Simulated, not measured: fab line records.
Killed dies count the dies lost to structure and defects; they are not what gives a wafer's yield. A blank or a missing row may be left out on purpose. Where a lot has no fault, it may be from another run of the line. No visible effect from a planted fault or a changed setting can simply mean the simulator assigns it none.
Which tool is to blame? / flow gf180mcu / 7 lots (21 wafers sampled), 1 step of a 602-step route

## WHAT EACH GAUGE READ, for each wafer
GF_M3_OVL_MEAS_15.
lot=L310; measured=day 22 05:25; on=overlay-01; M3_OVL (nm)=-9 -13 -10
lot=L314; measured=day 23 19:34; on=overlay-02; M3_OVL (nm)=7 10 9
lot=L315; measured=day 24 01:22; on=overlay-01; M3_OVL (nm)=10 -2 3
lot=L322; measured=day 26 10:07; on=overlay-02; M3_OVL (nm)=8 2 -5
lot=L324; measured=day 27 05:45; on=overlay-01; M3_OVL (nm)=-12 -8 -7
lot=L328; measured=day 28 02:52; on=overlay-01; M3_OVL (nm)=-5 3 -5
lot=L330; measured=day 28 20:22; on=overlay-02; M3_OVL (nm)=-4 1 -2

## WHICH TOOL RAN EACH LOT (tool, then ch and the chambers of the sampled wafers, then the start)
Before these readings, the record contains no process step.

## THE ANSWER, worked out from the rows above alone
Rule: the usual values come from the lots themselves. The widest of any qualifying gaps counts: lots, ordered by their means at a reading, are off when they make up no more than a third of the lots, leave a main group of 4 or more, and stand apart from it by 3 or more times the standard deviation of that group's means. Not used: any main group whose means are identical at the precision the tables above print for the reading. A lot without any number at a reading at which 4 lots or more have one is off too. The other lots that the step has rows for count as sound.
Nothing can be told from this: no lot is off at any reading shown.

## WHAT THE SIMULATOR PUT IN
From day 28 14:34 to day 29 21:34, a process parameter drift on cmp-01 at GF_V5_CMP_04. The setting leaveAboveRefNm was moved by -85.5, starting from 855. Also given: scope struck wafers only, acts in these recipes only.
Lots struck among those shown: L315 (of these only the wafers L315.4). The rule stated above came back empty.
